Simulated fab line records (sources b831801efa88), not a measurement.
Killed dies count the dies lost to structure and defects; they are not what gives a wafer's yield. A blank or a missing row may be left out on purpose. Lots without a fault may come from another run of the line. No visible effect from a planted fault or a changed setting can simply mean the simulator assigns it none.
Which tool is to blame?    flow gf180mcu    Sampling: 13 lots, 39 wafers, 6 of 602 route steps

## WHAT EACH GAUGE READ, for each wafer
GF_POLY_GATE_CD_MEAS_18.
lot   measured      on         cd nm (nm)
L915  day 9 12:40   cd sem-01  281.9 282.4 281.3
L918  day 10 04:22  cd sem-02  283.2 282.3 281.6
L919  day 10 09:29  cd sem-01  282.2 277.4 278.0
L920  day 10 16:44  cd sem-02  280.3 284.1 282.1
L921  day 10 21:17  cd sem-01  276.8 280.6 279.9
L922  day 11 08:41  cd sem-02  278.2 279.8 277.1
L923  day 11 18:29  cd sem-01  280.8 276.2 279.4
L925  day 12 06:37  cd sem-02  278.7 282.8 281.5
L927  day 13 01:02  cd sem-02  278.0 280.2 278.5
L929  day 13 16:13  cd sem-02  278.5 283.8 280.1
L934  day 14 22:10  cd sem-01  277.1 276.7 277.5
L937  day 15 20:20  cd sem-01  277.5 280.4 275.5
L938  day 16 04:28  cd sem-02  280.0 282.8 281.9

GF_HV_LDD_TW_MEAS_11.
lot   measured      on             HV_LDD_TW
L915  day 10 06:39  film metro-01  2376 2370 2374
L918  day 10 22:58  film metro-03  2399 2395 2391
L919  day 11 03:50  film metro-01  2375 2355 2384
L920  day 11 11:16  film metro-03  2408 2393 2404
L921  day 11 16:23  film metro-03  2400 2398 2396
L922  day 12 04:37  film metro-03  2401 2403 2401
L923  day 12 14:26  film metro-02  2432 2434 2434
L925  day 13 02:17  film metro-03  2401 2401 2400
L927  day 13 21:53  film metro-03  2403 2405 2407
L929  day 14 13:38  film metro-01  2384 2375 2388
L934  day 15 19:59  film metro-02  2432 2418 2425
L937  day 16 19:14  film metro-02  2416 2415 2407
L938  day 17 02:39  film metro-02  2434 2440 2438

GF_HV_LDD_TW_MEAS_38.
lot   measured      on             HV_LDD_3_TW
L915  day 11 20:54  film metro-02  1437 1441 1439
L918  day 12 14:44  film metro-02  1442 1446 1448
L919  day 12 19:19  film metro-02  1448 1443 1448
L920  day 13 02:42  film metro-03  1429 1423 1425
L921  day 13 07:50  film metro-02  1435 1431 1437
L922  day 13 21:26  film metro-01  1412 1409 1415
L923  day 14 07:43  film metro-03  1437 1435 1436
L925  day 14 20:38  film metro-03  1406 1405 1404
L927  day 15 17:17  film metro-02  1446 1440 1442
L929  day 16 10:19  film metro-01  1383 1382 1383
L934  day 17 18:32  film metro-01  1420 1420 1421
L937  day 18 18:43  film metro-01  1409 1413 1411
L938  day 19 01:11  film metro-02  1434 1436 1431

GF_HV_LDD_CD_MEAS_46: the cd target is 400 nm.
lot   measured      on         cd nm (nm)
L915  day 12 15:52  cd sem-01  403.9 400.9 404.0
L918  day 13 10:11  cd sem-01  400.0 400.8 400.5
L919  day 13 15:04  cd sem-02  399.9 398.9 398.5
L920  day 13 23:22  cd sem-01  401.5 400.9 402.5
L921  day 14 04:02  cd sem-01  398.6 399.9 397.4
L922  day 14 18:38  cd sem-02  400.4 398.8 401.3
L923  day 15 05:13  cd sem-01  399.4 401.6 401.0
L925  day 15 17:53  cd sem-01  403.3 402.3 401.2
L927  day 16 14:34  cd sem-01  400.8 404.1 403.3
L929  day 17 08:10  cd sem-01  398.8 400.6 400.3
L934  day 18 17:59  cd sem-01  399.1 401.1 398.7
L937  day 19 18:50  cd sem-01  403.7 402.7 403.6
L938  day 20 01:08  cd sem-02  400.3 399.4 396.3

GF_HV_LDD_RS_MEAS_53: measures by four-point-probe.
lot   measured      on             HV_LDD_RS (ohm/sq)
L915  day 12 16:27  film metro-01  416.7 417.1 417.5
L918  day 13 10:51  film metro-03  419.7 418.9 418.2
L919  day 13 15:39  film metro-03  417.1 417.2 418.0
L920  day 13 23:58  film metro-02  419.2 419.2 419.8
L921  day 14 04:37  film metro-03  418.0 418.1 417.2
L922  day 14 19:13  film metro-03  418.7 418.1 418.4
L923  day 15 05:49  film metro-02  418.6 418.5 419.3
L925  day 15 18:28  film metro-03  422.5 422.2 422.8
L927  day 16 15:09  film metro-02  417.2 417.0 418.1
L929  day 17 08:45  film metro-02  424.6 425.8 425.7
L934  day 18 18:34  film metro-03  418.2 418.2 418.4
L937  day 19 19:25  film metro-02  420.2 420.5 421.1
L938  day 20 01:43  film metro-03  417.1 417.1 417.4

## TOOL THAT RAN EACH LOT (tool first, then ch and the chambers of the sampled wafers, then the start)
lot   GF_HV_LDD_IMPLANT_35
L915  implanter-01 ch 0, day 11 20:32
L918  implanter-03 ch 0, day 12 14:21
L919  implanter-03 ch 0, day 12 18:55
L920  implanter-03 ch 0, day 13 02:21
L921  implanter-01 ch 0, day 13 07:27
L922  implanter-03 ch 0, day 13 21:02
L923  implanter-01 ch 0, day 14 07:19
L925  implanter-03 ch 0, day 14 20:14
L927  implanter-02 ch 0, day 15 16:53
L929  implanter-03 ch 0, day 16 09:55
L934  implanter-01 ch 0, day 17 18:09
L937  implanter-03 ch 0, day 18 18:19
L938  implanter-02 ch 0, day 19 00:49
- GF_HV_LDD_IMPLANT_35

## AS READ BY THE TOOLS THEMSELVES (means over the sampled wafers that have a number; for cases with no such wafer, the mark the record gives instead)
GF_HV_LDD_IMPLANT_35.
lot   tool          dose ions cm2  end station pressure torr (Torr)  faraday current uA
L915  implanter-01  7.487e+12      5e-06                             42.5
L918  implanter-03  7.496e+12      5e-06                             41.7
L919  implanter-03  7.501e+12      5e-06                             41.5
L920  implanter-03  7.492e+12      5e-06                             42.3
L921  implanter-01  7.503e+12      5e-06                             42.5
L922  implanter-03  7.507e+12      5e-06                             42.3
L923  implanter-01  7.494e+12      5e-06                             43.6
L925  implanter-03  5.426e+12      5e-06                             30.1
L927  implanter-02  7.498e+12      5e-06                             41.6
L929  implanter-03  5.430e+12      5e-06                             31.0
L934  implanter-01  7.511e+12      5e-06                             42.3
L937  implanter-03  7.504e+12      5e-06                             42.4
L938  implanter-02  7.498e+12      5e-06                             42.8

## THE ANSWER, worked out from the rows above alone
Rule: the usual values come from the lots themselves. The widest of any qualifying gaps counts: lots, ordered by their means at a reading, are off when they make up no more than a third of the lots, leave a main group of 4 or more, and stand apart from it by 3 or more times the standard deviation of that group's means. The tables above print the reading to a certain number of digits; a main group whose means all agree to those digits is not used. A lot without any number at a reading at which 4 lots or more have one is off too. Where the step has rows for the other lots, those lots are counted as sound. First the gauges in route order, then the tools' own readings, where a lot's mean is used as printed above. At the first step where some lot is off, the reading lying furthest off is the one used; lots without a number count as furthest.
Off: L925, L929 (GF_HV_LDD_IMPLANT_35, dose ions cm2). For the main group the mean is 7.499e+12 and the standard deviation 6.6e+09.
If a tool, at that step or one of the process steps before it, ran each lot that is off and ran no sound lot following the first of them, it fits. No candidate that was tried fits.

## WHAT HAD BEEN PUT IN BY THE SIMULATOR
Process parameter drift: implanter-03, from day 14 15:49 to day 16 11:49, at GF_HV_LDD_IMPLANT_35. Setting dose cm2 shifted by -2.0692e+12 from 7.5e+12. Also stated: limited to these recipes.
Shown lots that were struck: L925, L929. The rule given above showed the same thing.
